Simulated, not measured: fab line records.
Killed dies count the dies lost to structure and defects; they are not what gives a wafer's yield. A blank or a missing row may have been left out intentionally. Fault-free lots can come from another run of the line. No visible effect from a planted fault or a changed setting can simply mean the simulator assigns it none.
Chamber matching	flow sky130	pecvd-04 running SKY_CONTACT_CVD_00: 3 sister chambers
The step deposits Si3N4, target thk 75 nm. 3 wafers are shown with their chamber, then 6 later ones without.

WAFERS PAIRED WITH THEIR CHAMBERS
wafer	chamber	heater_power_w (W)
L455.2	1	898
L457.1	2	615
L457.2	0	732

WAFERS WHOSE CHAMBER IS MISSING
wafer	heater_power_w (W)
L467.2	623
L467.4	607
L467.5	1010
L468.3	666
L468.4	959
L468.6	644

CHAMBER TAKEN BY EACH
wafer	from the rows above	in truth
L467.2	can't be placed: 2 or 0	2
L467.4	2	2
L467.5	1	1
L468.3	can't be placed: 2 or 0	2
L468.4	1	1
L468.6	can't be placed: 2 or 0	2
3 of 6 placed correctly. Unplaceable from these rows: 3, with the true chamber sitting among the candidates in 3. Placed wrongly: 0.
How it was worked out, from the rows above alone: a wafer's distance from a chamber is the root of the sum, over the readings, of the square of ((its reading less the chamber's mean) divided by the reading's scatter). The wafer belongs to the nearest chamber; if the next one is less than 2 further off, it can't be placed. Each chamber's mean is taken over the wafers shown for it. The scatter: root of mean squared gap, hidden wafer to nearest shown wafer, with one shown wafer a chamber.
